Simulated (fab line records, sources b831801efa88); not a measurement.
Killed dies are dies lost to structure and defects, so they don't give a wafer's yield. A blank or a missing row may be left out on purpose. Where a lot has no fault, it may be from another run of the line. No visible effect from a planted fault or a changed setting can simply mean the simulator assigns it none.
fab line records	flow sfq_line
[record] lots = 5	wafers = 23
route steps=325 shown I4@174 JJ@179 M5@198 R5@212 I5@233
start_h: hours from the record's first day to the start of the lot's first wafer shown	wait_h: how many hours have passed since the lot's step before this one	" repeats the value in the row above	L1.1+2: one row covering several wafers at once	- no value, or no start was given	* or withheld: withheld	< > ~ a bound
route shown NAME@n: NAME is a module with steps in the file, n the number in the route of the first one	usual: average and standard deviation across the fault-free wafers	same: alike in all rows	chamber/n: place in a boat	sites: each site's reading	_std_site: the values' standard deviation	_edge_site: inner sites' mean taken away from outer sites' mean	radius_mm: for every site, how far away it sits from the centre of the wafer	mask NAME#n: copy n	behind: the tool/chamber that last shaped the wafer	hold: reason for holding the lot/hours on hold/outcome of the hold	device: which transistor (n, p or np) failed to switch	end of line: at the end of the route, the tests of the same wafers	step lacking rows: just its recipe	killed: count of dies lost to structure and defects at first sort (not the wafer's yield)	map: per-die view of a wafer (x killed, . not killed, _ where there is no die)
set.NAME: the setting that was run; set.NAME@STEP: the one run at that earlier step	model.NAME: the simulator's own value behind a step, which no gauge read
lots where settings were altered on purpose, with a table for each step and a row for each wafer
[[steps]]
[step SFQ_TRILAYER_I4_VIA_BARC_OPEN_VIA_ETCH_146]
[recipe] mask_material = PR	chemistry = O2	target_depth_nm = 125	target = BARC	source_w = 500	bias_w = 80	pressure_mtorr = 30	time_s = 41.7
lot.wafer	tool	chamber	start_h	wait_h	set.time_s	set.spin_rpm@TRILAYER_I4_VIA_LITHO_COAT_103	model.KrF_of_TRILAYER_I4_VIA_LITHO_COAT_103.thk_nm
L074.2	rie_diel-04	2	1170.99	0.0	37.92	3000	577.1
L074.3	"	0	"	"	41.7	3000	573.9
L074.4	"	0	"	"	37.92	3000	576.9
L074.5	"	2	"	"	41.7	2883	583.2
L074.6	"	1	"	"	37.92	2883	593.4
L075.1	rie_diel-03	0	1176.99	0.0	41.7	3000	577.3
L075.3	"	3	"	"	41.7	2892	588.9
L075.4	"	2	"	"	41.7	2892	585.9
L075.5	"	3	"	"	41.7	3000	576.7
L075.6	"	2	"	"	41.7	2892	587.9
L078.1	rie_diel-03	3	1209.52	0.0	41.7	3000	571.4
L078.2	"	1	"	"	41.7	3000	575
L078.6	"	1	"	"	41.7	3000	573.5
L080.1	rie_diel-04	2	1229.92	0.0	44.4	3000	571.2
L080.2	"	0	"	"	41.7	2875	589.2
L080.4	"	3	"	"	41.7	3000	578.9
L080.5	"	1	"	"	44.4	2875	584.9
L080.6	"	2	"	"	44.4	3000	572.1
L084.1	rie_diel-02	0	1298.96	0.0	41.7	3000	572.2
L084.3	"	1	"	"	41.7	3000	574.3
L084.4	"	0	"	"	41.7	3000	573.6
L084.5	"	2	"	"	41.7	2786	598.4
L084.6	"	1	"	"	41.7	2786	598.7
[step SFQ_TRILAYER_JJ_TRILAYER_DEP_SPUTTER_109]
[recipe] material = Nb	base_pressure_pa = 1.33e-06	chamber_pressure_pa = 0.1333	substrate_temp_c = 20	target_thk_nm = 150	power_w = 2000	time_s = 100
lot.wafer	tool	chamber	start_h	wait_h	set.power_w	model.Nb_of_TRILAYER_JJ_TRILAYER_DEP_SPUTTER_109.thk_nm
L074.2	pvd_sputter-03	-	1172.55	0.0	2065	154.2
L074.3	"	-	"	"	2000	150.2
L074.4	"	-	"	"	2000	149.1
L074.5	"	-	"	"	2065	154.9
L074.6	"	-	"	"	2000	149.2
L075.1	pvd_sputter-06	-	1177.95	0.0	2000	147.3
L075.3	"	-	"	"	1908	142.1
L075.4	"	-	"	"	1908	143.4
L075.5	"	-	"	"	2000	147.5
L075.6	"	-	"	"	2000	149.9
L078.1	pvd_sputter-03	-	1210.65	0.0	2000	149.2
L078.2	"	-	"	"	2000	152.7
L078.6	"	-	"	"	2000	149.9
L080.1	pvd_sputter-03	-	1231.49	0.0	1845	137.2
L080.2	"	-	"	"	1845	138
L080.4	"	-	"	"	2000	149.5
L080.5	"	-	"	"	2000	148.4
L080.6	"	-	"	"	2000	147.7
L084.1	pvd_sputter-03	-	1299.92	0.0	2000	149.6
L084.3	"	-	"	"	2084	153.6
L084.4	"	-	"	"	2084	156.3
L084.5	"	-	"	"	2000	149.9
L084.6	"	-	"	"	2084	155.1
[step SFQ_TRILAYER_JJ_TRILAYER_DEP_SPUTTER_112]
[recipe] material = Nb	base_pressure_pa = 1.33e-06	chamber_pressure_pa = 0.1333	substrate_temp_c = 20	target_thk_nm = 170	power_w = 2000	time_s = 113.3
lot.wafer	tool	chamber	start_h	wait_h	set.time_s	model.Nb_of_TRILAYER_JJ_TRILAYER_DEP_SPUTTER_112.thk_nm
L074.2	pvd_sputter-03	-	1173.64	0.5	113.3	172.5
L074.3	"	-	"	"	113.3	168.8
L074.4	"	-	"	"	113.3	171
L074.5	"	-	"	"	113.3	171.5
L074.6	"	-	"	"	113.3	170.8
L075.1	pvd_sputter-06	-	1179.04	0.5	120.1	184.7
L075.3	"	-	"	"	120.1	184.8
L075.4	"	-	"	"	113.3	173.3
L075.5	"	-	"	"	120.1	185.2
L075.6	"	-	"	"	113.3	174.3
L078.1	pvd_sputter-03	-	1211.74	0.5	113.3	173.9
L078.2	"	-	"	"	113.3	171
L078.6	"	-	"	"	113.3	174.2
L080.1	pvd_sputter-03	-	1232.58	0.5	113.3	171.2
L080.2	"	-	"	"	113.3	167.2
L080.4	"	-	"	"	113.3	168
L080.5	"	-	"	"	113.3	170.5
L080.6	"	-	"	"	113.3	170.7
L084.1	pvd_sputter-03	-	1301.02	0.5	108.4	163.6
L084.3	"	-	"	"	108.4	164.7
L084.4	"	-	"	"	113.3	168.5
L084.5	"	-	"	"	113.3	169.9
L084.6	"	-	"	"	113.3	173.4
[step SFQ_JJ_RS_MEAS_929]
[recipe] thk_meas_gauge = four-point-probe	reads = Nb_of_TRILAYER_JJ_TRILAYER_DEP_SPUTTER_112
[usual] JJ_NB_RS = 1.041/0.012
lot.wafer	tool	chamber	start_h	wait_h	set.time_s@TRILAYER_JJ_TRILAYER_DEP_SPUTTER_112	JJ_NB_RS[ohm/sq]
L074.2	film_metro-03	-	1173.74	0.1	113.3	1.035
L074.3	"	-	"	"	113.3	1.056
L074.4	"	-	"	"	113.3	1.042
L074.5	"	-	"	"	113.3	1.039
L074.6	"	-	"	"	113.3	1.044
L075.1	film_metro-04	-	1179.12	0.0	120.1	0.964
L075.3	"	-	"	"	120.1	0.962
L075.4	"	-	"	"	113.3	1.028
L075.5	"	-	"	"	120.1	0.963
L075.6	"	-	"	"	113.3	1.022
L078.1	film_metro-03	-	1211.82	0.0	113.3	1.026
L078.2	"	-	"	"	113.3	1.042
L078.6	"	-	"	"	113.3	1.024
L080.1	film_metro-01	-	1232.66	0.0	113.3	1.040
L080.2	"	-	"	"	113.3	1.066
L080.4	"	-	"	"	113.3	1.062
L080.5	"	-	"	"	113.3	1.045
L080.6	"	-	"	"	113.3	1.044
L084.1	film_metro-01	-	1301.10	0.0	108.4	1.091
L084.3	"	-	"	"	108.4	1.086
L084.4	"	-	"	"	113.3	1.058
L084.5	"	-	"	"	113.3	1.050
L084.6	"	-	"	"	113.3	1.028
[step SFQ_TRILAYER_JJ_CE_LITHO_PEB_117]
[recipe] peb_temp_c = 115	peb_time_s = 60	resist = KrF
lot.wafer	tool	chamber	start_h	wait_h	set.peb_temp_c
L074.2+3+4+5+6	litho_track-02	0	1289.05	0.8	115
L075.1+3+4+5+6	litho_track-04	0	1295.03	1.0	115
L078.1+2+6	litho_track-03	0	1327.23	1.0	115
L080.1+4+5	litho_track-04	0	1341.63	1.0	111.4
L080.2+6	"	0	"	"	115
L084.1+3+5	litho_track-03	0	1404.77	1.0	115
L084.4+6	"	0	"	"	111.6
[step SFQ_TRILAYER_JJ_CE_LITHO_DEVELOP_116]
[recipe] time_s = 60	resist = KrF
[step SFQ_TRILAYER_JJ_CE_METRO_MEASURE_117]
[usual] cd_nm = 699.6/1.4
lot.wafer	tool	chamber	start_h	wait_h	set.peb_temp_c@TRILAYER_JJ_CE_LITHO_PEB_117	cd_nm
L074.2	cd_sem-02	-	1289.56	0.2	115	700.1
L074.3	"	-	"	"	115	701.0
L074.4	"	-	"	"	115	700.0
L074.5	"	-	"	"	115	700.1
L074.6	"	-	"	"	115	700.0
L075.1	cd_sem-01	-	1295.36	0.0	115	700.9
L075.3	"	-	"	"	115	700.7
L075.4	"	-	"	"	115	701.9
L075.5	"	-	"	"	115	702.1
L075.6	"	-	"	"	115	700.8
L078.1	cd_sem-02	-	1327.56	0.0	115	700.3
L078.2	"	-	"	"	115	699.5
L078.6	"	-	"	"	115	700.8
L080.1	cd_sem-02	-	1341.96	0.0	111.4	775.8
L080.2	"	-	"	"	115	700.3
L080.4	"	-	"	"	111.4	775.3
L080.5	"	-	"	"	111.4	775.0
L080.6	"	-	"	"	115	700.6
L084.1	cd_sem-02	-	1405.10	0.0	115	701.7
L084.3	"	-	"	"	115	701.7
L084.4	"	-	"	"	111.6	772.8
L084.5	"	-	"	"	115	701.1
L084.6	"	-	"	"	111.6	773.0
[step SFQ_TRILAYER_JJ_CE_BARC_OPEN_RIE_150]
[recipe] mask_material = PR	chemistry = O2	target_depth_nm = 240	target = BARC	icp_w = 600	bias_w = 80	pressure_mtorr = 10	time_s = 80
lot.wafer	tool	chamber	start_h	wait_h	set.peb_temp_c@TRILAYER_JJ_CE_LITHO_PEB_117	model.JJ.cd_nm
L074.2	rie_metal-02	0	1290.56	0.8	115	700.6
L074.3	"	0	"	"	115	700.1
L074.4+5	"	1	"	"	115	698.2
L074.6	"	0	"	"	115	699
L075.1	rie_metal-01	1	1296.56	1.0	115	702
L075.3	"	1	"	"	115	702.5
L075.4	"	0	"	"	115	700.2
L075.5	"	0	"	"	115	701.3
L075.6	"	1	"	"	115	703.3
L078.1+6	rie_metal-03	0,1	1328.76	1.0	115	701.5
L078.2	"	1	"	"	115	700.7
L080.1	rie_metal-01	0	1343.16	1.0	111.4	775
L080.2	"	1	"	"	115	701.6
L080.4+5	"	1	"	"	111.4	776.3
L080.6	"	0	"	"	115	699.7
L084.1	rie_metal-01	0	1406.30	1.0	115	702.8
L084.3	"	0	"	"	115	701.4
L084.4	"	1	"	"	111.6	773.9
L084.5	"	0	"	"	115	702.2
L084.6	"	1	"	"	111.6	774
[step SFQ_TRILAYER_M5_LITHO_COAT_128]
[recipe] resist = BARC	spin_rpm = 3000	resist_thk_nm = 62
lot.wafer	tool	chamber	start_h	wait_h	set.spin_rpm	model.BARC_of_TRILAYER_M5_LITHO_COAT_128.thk_nm
L074.2	litho_track-03	0	1292.09	0.1	3000	61.45
L074.3	"	0	"	"	3000	61.7
L074.4	"	0	"	"	3000	61.66
L074.5	"	0	"	"	3000	61.75
L074.6	"	0	"	"	3000	61.64
L075.1	litho_track-03	0	1298.08	0.0	3111	60.87
L075.3	"	0	"	"	3000	62.12
L075.4	"	0	"	"	3000	62.02
L075.5	"	0	"	"	3000	62.08
L075.6	"	0	"	"	3111	60.7
L078.1	litho_track-01	0	1330.24	0.0	3000	61.89
L078.2	"	0	"	"	3000	61.98
L078.6	"	0	"	"	3000	61.97
L080.1	litho_track-03	0	1344.64	0.0	3000	62.01
L080.2+6	"	0	"	"	3000	62.15
L080.4	"	0	"	"	3000	62.23
L080.5	"	0	"	"	3000	62.12
L084.1	litho_track-03	0	1407.78	0.0	3073	61.16
L084.3	"	0	"	"	3000	61.84
L084.4	"	0	"	"	3073	61.23
L084.5	"	0	"	"	3073	61.13
L084.6	"	0	"	"	3000	62.03
[step SFQ_TRILAYER_M5_LITHO_COAT_123]
[recipe] resist = KrF	spin_rpm = 3000	resist_thk_nm = 600
lot.wafer	tool	chamber	start_h	wait_h	set.spin_rpm	model.KrF_of_TRILAYER_M5_LITHO_COAT_123.thk_nm
L074.2	litho_track-03	0	1292.39	0.2	3000	598.9
L074.3	"	0	"	"	3208	578.2
L074.4	"	0	"	"	3208	579.4
L074.5	"	0	"	"	3208	578.9
L074.6	"	0	"	"	3000	598.1
L075.1+4	litho_track-03	0	1298.38	0.2	2802	620.7
L075.3	"	0	"	"	3000	599.2
L075.5	"	0	"	"	3000	599.4
L075.6	"	0	"	"	3000	596.4
L078.1+2	litho_track-01	0	1330.54	0.2	3000	601.4
L078.6	"	0	"	"	3000	600.3
L080.1	litho_track-03	0	1344.94	0.2	2857	613.7
L080.2+5	"	0	"	"	3000	598.8
L080.4	"	0	"	"	2857	614.3
L080.6	"	0	"	"	3000	599.8
L084.1	litho_track-03	0	1408.08	0.2	3000	596.7
L084.3	"	0	"	"	3000	596.3
L084.4	"	0	"	"	3000	595
L084.5	"	0	"	"	3000	597.5
L084.6	"	0	"	"	3000	595.7
[step SFQ_TRILAYER_M5_LITHO_SOFTBAKE_127]
[recipe] temp_c = withheld	time_s = withheld	resist = KrF
[step SFQ_TRILAYER_M5_LITHO_EXPOSE_124]
[recipe] mask_id = M5	na = 0.6	source_shape = conventional	sigma_outer = 0.65	target_cd_nm = 700	dose_mj = 14.4
[step SFQ_TRILAYER_M5_BARC_OPEN_METAL_ETCH_161]
[recipe] mask_material = PR	chemistry = O2	target_depth_nm = 125	target = BARC	icp_w = 600	bias_w = 80	pressure_mtorr = 10	time_s = 41.7
[step SFQ_TRILAYER_M5_ETCH_METAL_ETCH_126]
[recipe] target = Nb	stop_on = SiO2	mask_material = PR	over_etch_frac = 0.15	time_s = 203.2	chemistry = Cl2/BCl3	target_depth_nm = 265	icp_w = 600	bias_w = 80	pressure_mtorr = 10
[usual] oes_product_au = 0.727/0.0061
lot.wafer	tool	chamber	start_h	wait_h	set.power_w@TRILAYER_JJ_TRILAYER_DEP_SPUTTER_109	set.spin_rpm@TRILAYER_M5_LITHO_COAT_123	oes_product_au	model.KrF_of_TRILAYER_M5_LITHO_COAT_123.thk_nm	model.M5.feature_depth_nm
L074.2	rie_metal-03	0	1295.55	0.0	2065	3000	0.738	362.9	166.9
L074.3	"	0	"	"	2000	3208	0.730	339.9	163
L074.4	"	1	"	"	2000	3208	0.727	349.4	161.5
L074.5	"	1	"	"	2065	3208	0.742	347.9	167.3
L074.6	"	0	"	"	2000	3000	0.727	362.1	161.9
L075.1	rie_metal-02	0	1300.67	0.0	2000	2802	0.723	388.5	159.8
L075.3	"	1	"	"	1908	3000	0.717	367.6	154.5
L075.4	"	0	"	"	1908	2802	0.706	391.2	155.6
L075.5	"	1	"	"	2000	3000	0.722	368.5	159.9
L075.6	"	0	"	"	2000	3000	0.724	365.7	162.2
L078.1	rie_metal-03	0	1435.41	0.0	2000	3000	0.724	367.4	161.8
L078.2	"	1	"	"	2000	3000	0.732	372.9	165
L078.6	"	1	"	"	2000	3000	0.729	372.6	162.2
L080.1	rie_metal-04	0	1454.69	0.0	1845	2857	0.702	388.6	149.2
L080.2	"	1	"	"	1845	3000	0.694	367.8	150.4
L080.4	"	1	"	"	2000	2857	0.729	384.1	161.8
L080.5	"	0	"	"	2000	3000	0.726	374.7	160.4
L080.6	"	1	"	"	2000	3000	0.725	369.7	160
L084.1	rie_metal-04	1	1519.69	0.0	2000	3000	0.731	367.7	161.9
L084.3	"	0	"	"	2084	3000	0.742	369.1	165.8
L084.4	"	1	"	"	2084	3000	0.745	364.6	168.7
L084.5	"	1	"	"	2000	3000	0.735	367.6	162.2
L084.6	"	0	"	"	2084	3000	0.739	368.9	167.3
[step SFQ_TRILAYER_R5_DEP_SPUTTER_132]
[recipe] material = Ti	base_pressure_pa = 1.33e-06	target_thk_nm = 5	power_w = 2000	time_s = 5	chamber_pressure_pa = 0.4
lot.wafer	tool	chamber	start_h	wait_h	set.time_s	model.Ti_of_TRILAYER_R5_DEP_SPUTTER_132.thk_nm
L074.2	pvd_sputter-06	-	1303.00	0.8	5.655	5.884
L074.3	"	-	"	"	5.655	5.862
L074.4	"	-	"	"	5	5.176
L074.5	"	-	"	"	5.655	5.987
L074.6	"	-	"	"	5	5.295
L075.1	pvd_sputter-06	-	1306.00	1.0	5.34	5.485
L075.3	"	-	"	"	5.34	5.349
L075.4	"	-	"	"	5	5.135
L075.5	"	-	"	"	5	5.017
L075.6	"	-	"	"	5	5.037
L078.1	pvd_sputter-03	-	1440.67	1.0	5	4.797
L078.2	"	-	"	"	5	4.654
L078.6	"	-	"	"	5	4.795
L080.1	pvd_sputter-06	-	1460.00	1.0	5	4.925
L080.2	"	-	"	"	4.282	4.335
L080.4	"	-	"	"	4.282	4.279
L080.5	"	-	"	"	5	4.828
L080.6	"	-	"	"	4.282	4.283
L084.1	pvd_sputter-03	-	1525.18	1.0	5	4.956
L084.3	"	-	"	"	5	4.961
L084.4	"	-	"	"	5	5.022
L084.5	"	-	"	"	5	4.976
L084.6	"	-	"	"	5	5.007
[step SFQ_TRILAYER_R5_LITHO_COAT_141]
[recipe] resist = BARC	spin_rpm = 3000	resist_thk_nm = 62
lot.wafer	tool	chamber	start_h	wait_h	set.resist_thk_nm	model.BARC_of_TRILAYER_R5_LITHO_COAT_141.thk_nm
L074.2	litho_track-04	0	1303.32	0.1	59.88	60.24
L074.3	"	0	"	"	62	62.34
L074.4	"	0	"	"	62	62.41
L074.5	"	0	"	"	59.88	60.18
L074.6	"	0	"	"	59.88	60.2
L075.1	litho_track-04	0	1306.27	0.1	59.18	59.03
L075.3	"	0	"	"	62	61.73
L075.4	"	0	"	"	59.18	58.97
L075.5	"	0	"	"	62	61.65
L075.6	"	0	"	"	59.18	58.81
L078.1	litho_track-01	0	1440.95	0.1	62	62.36
L078.2	"	0	"	"	62	62.12
L078.6	"	0	"	"	62	62.18
L080.1	litho_track-03	0	1460.27	0.1	62	61.94
L080.2	"	0	"	"	62	61.97
L080.4	"	0	"	"	59.78	59.69
L080.5	"	0	"	"	62	62.08
L080.6	"	0	"	"	59.78	59.93
L084.1	litho_track-01	0	1525.46	0.1	62	62.18
L084.3	"	0	"	"	60.18	60.6
L084.4	"	0	"	"	60.18	60.43
L084.5	"	0	"	"	60.18	60.48
L084.6	"	0	"	"	62	62.14
[step SFQ_TRILAYER_R5_LITHO_COAT_136]
[recipe] resist = KrF	spin_rpm = 3000	resist_thk_nm = 600
[step SFQ_TRILAYER_R5_LITHO_SOFTBAKE_140]
[recipe] temp_c = withheld	time_s = withheld	resist = KrF
[step SFQ_TRILAYER_R5_LITHO_DEVELOP_138]
[recipe] time_s = 60	resist = KrF
[step SFQ_TRILAYER_R5_BARC_OPEN_METAL_ETCH_177]
[recipe] mask_material = PR	chemistry = O2	target_depth_nm = 125	target = BARC	icp_w = 600	bias_w = 80	pressure_mtorr = 10	time_s = 41.7
[usual] oes_product_au = 0.686/0.0039
lot.wafer	tool	chamber	start_h	wait_h	set.resist_thk_nm@TRILAYER_R5_LITHO_COAT_141	oes_product_au	model.etch.depth_nm
L074.2	rie_metal-01	0	1400.13	0.0	59.88	0.676	-
L074.3	"	0	"	"	62	0.680	-
L074.4	"	1	"	"	62	0.682	62.41
L074.5	"	1	"	"	59.88	0.671	-
L074.6	"	0	"	"	59.88	0.676	60.2
L075.1	rie_metal-03	1	1401.33	0.0	59.18	0.670	-
L075.3	"	1	"	"	62	0.688	-
L075.4	"	0	"	"	59.18	0.674	58.97
L075.5	"	0	"	"	62	0.682	-
L075.6	"	1	"	"	59.18	0.676	-
L078.1	rie_metal-03	1	1452.88	0.0	62	0.694	62.36
L078.2	"	0	"	"	62	0.692	62.12
L078.6	"	0	"	"	62	0.693	62.18
L080.1	rie_metal-03	0	1477.57	0.0	62	0.693	-
L080.2	"	0	"	"	62	0.684	-
L080.4	"	0	"	"	59.78	0.680	-
L080.5	"	0	"	"	62	0.688	62.08
L080.6	"	0	"	"	59.78	0.679	-
L084.1	rie_metal-04	0	1622.93	0.0	62	0.683	62.18
L084.3	"	0	"	"	60.18	0.676	60.6
L084.4	"	1	"	"	60.18	0.681	60.43
L084.5	"	1	"	"	60.18	0.675	60.48
L084.6	"	0	"	"	62	0.686	62.14
[step SFQ_TRILAYER_I5_LITHO_PEB_147]
[recipe] peb_temp_c = 115	peb_time_s = 60	resist = KrF
lot.wafer	tool	chamber	start_h	wait_h	set.peb_temp_c
L074.2+3+4+5+6	litho_track-04	0	1510.92	0.8	115
L075.1+4	litho_track-04	0	1512.10	1.0	115
L075.3+5+6	"	0	"	"	117.1
L078.1+2+6	litho_track-04	0	1561.40	1.0	115
L080.1+2+4	litho_track-02	0	1584.20	1.0	112
L080.5+6	"	0	"	"	115
L084.1+3+5	litho_track-02	0	1701.15	1.0	118
L084.4+6	"	0	"	"	115
[step SFQ_TRILAYER_I5_LITHO_DEVELOP_146]
[recipe] time_s = 60	resist = KrF
[step SFQ_TRILAYER_I5_BARC_OPEN_VIA_ETCH_200]
[recipe] mask_material = PR	chemistry = O2	target_depth_nm = 125	target = BARC	source_w = 500	bias_w = 80	pressure_mtorr = 30	time_s = 41.7
lot.wafer	tool	chamber	start_h	wait_h	set.peb_temp_c@TRILAYER_I5_LITHO_PEB_147	model.I5.cd_nm
L074.2	rie_diel-03	2	1511.23	0.0	115	698.1
L074.3	"	0	"	"	115	697.9
L074.4+5	"	2,0	"	"	115	698.2
L074.6	"	1	"	"	115	697.4
L075.1	rie_diel-02	3	1512.43	0.0	115	700.4
L075.3	"	2	"	"	117.1	736.4
L075.4	"	1	"	"	115	698.5
L075.5	"	1	"	"	117.1	735.2
L075.6	"	2	"	"	117.1	735.6
L078.1+6	rie_diel-01	3	1561.73	0.0	115	702.1
L078.2	"	0	"	"	115	698.4
L080.1+4	rie_diel-02	2	1584.53	0.0	112	639.4
L080.2	"	3	"	"	112	636.8
L080.5	"	0	"	"	115	700
L080.6	"	3	"	"	115	699.2
L084.1	rie_diel-01	1	1701.48	0.0	118	749.1
L084.3	"	2	"	"	118	750.3
L084.4	"	0	"	"	115	698.1
L084.5	"	2	"	"	118	750.2
L084.6	"	3	"	"	115	700.9
[[key]]
[split] step = SFQ_TRILAYER_I4_VIA_BARC_OPEN_VIA_ETCH_146	setting = time_s	stated = 41.7	by = wafer
response none clear
[split] step = SFQ_TRILAYER_JJ_TRILAYER_DEP_SPUTTER_109	setting = power_w	stated = 2000	by = wafer
[response] step = SFQ_TRILAYER_JJ_TRILAYER_DEP_SPUTTER_109	reading = model.Nb_of_TRILAYER_JJ_TRILAYER_DEP_SPUTTER_109.thk_nm	change = +1.36	per = 1%	r = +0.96
[response] step = SFQ_TRILAYER_M5_ETCH_METAL_ETCH_126	reading = oes_product_au	change = +0.00324	per = 1%	r = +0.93
[response] step = SFQ_TRILAYER_M5_ETCH_METAL_ETCH_126	reading = model.M5.feature_depth_nm	change = +1.36	per = 1%	r = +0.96
[split] step = SFQ_TRILAYER_JJ_TRILAYER_DEP_SPUTTER_112	setting = time_s	stated = 113.3	by = wafer
[response] step = SFQ_TRILAYER_JJ_TRILAYER_DEP_SPUTTER_112	reading = model.Nb_of_TRILAYER_JJ_TRILAYER_DEP_SPUTTER_112.thk_nm	change = +1.73	per = 1%	r = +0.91
[response] step = SFQ_JJ_RS_MEAS_929	reading = JJ_NB_RS	change = -0.0102	per = 1%	r = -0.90
[split] step = SFQ_TRILAYER_JJ_CE_LITHO_PEB_117	setting = peb_temp_c	stated = 115	by = wafer
[response] step = SFQ_TRILAYER_JJ_CE_METRO_MEASURE_117	reading = cd_nm	change = -24	per = 1%	r = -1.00
[response] step = SFQ_TRILAYER_JJ_CE_BARC_OPEN_RIE_150	reading = model.JJ.cd_nm	change = -24.2	per = 1%	r = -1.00
[split] step = SFQ_TRILAYER_M5_LITHO_COAT_128	setting = spin_rpm	stated = 3000	by = wafer
[response] step = SFQ_TRILAYER_M5_LITHO_COAT_128	reading = model.BARC_of_TRILAYER_M5_LITHO_COAT_128.thk_nm	change = -0.338	per = 1%	r = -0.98
[split] step = SFQ_TRILAYER_M5_LITHO_COAT_123	setting = spin_rpm	stated = 3000	by = wafer
[response] step = SFQ_TRILAYER_M5_LITHO_COAT_123	reading = model.KrF_of_TRILAYER_M5_LITHO_COAT_123.thk_nm	change = -3.1	per = 1%	r = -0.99
[response] step = SFQ_TRILAYER_M5_ETCH_METAL_ETCH_126	reading = model.KrF_of_TRILAYER_M5_LITHO_COAT_123.thk_nm	change = -2.97	per = 1%	r = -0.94
[split] step = SFQ_TRILAYER_R5_DEP_SPUTTER_132	setting = time_s	stated = 5	by = wafer
[response] step = SFQ_TRILAYER_R5_DEP_SPUTTER_132	reading = model.Ti_of_TRILAYER_R5_DEP_SPUTTER_132.thk_nm	change = +0.0461	per = 1%	r = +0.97
[split] step = SFQ_TRILAYER_R5_LITHO_COAT_141	setting = resist_thk_nm	stated = 62	by = wafer
[response] step = SFQ_TRILAYER_R5_LITHO_COAT_141	reading = model.BARC_of_TRILAYER_R5_LITHO_COAT_141.thk_nm	change = +0.606	per = 1%	r = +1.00
[response] step = SFQ_TRILAYER_R5_BARC_OPEN_METAL_ETCH_177	reading = oes_product_au	change = +0.00231	per = 1%	r = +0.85
[response] step = SFQ_TRILAYER_R5_BARC_OPEN_METAL_ETCH_177	reading = model.etch.depth_nm	change = +0.593	per = 1%	r = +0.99
[split] step = SFQ_TRILAYER_I5_LITHO_PEB_147	setting = peb_temp_c	stated = 115	by = wafer
[response] step = SFQ_TRILAYER_I5_BARC_OPEN_VIA_ETCH_200	reading = model.I5.cd_nm	change = +21.1	per = 1%	r = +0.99
split outside_this_file step=SFQ_TRILAYER_I4_VIA_LITHO_COAT_103 setting=spin_rpm
// split outside_this_file: this setting was split too, and the file shows its column; the key of that split is in another file
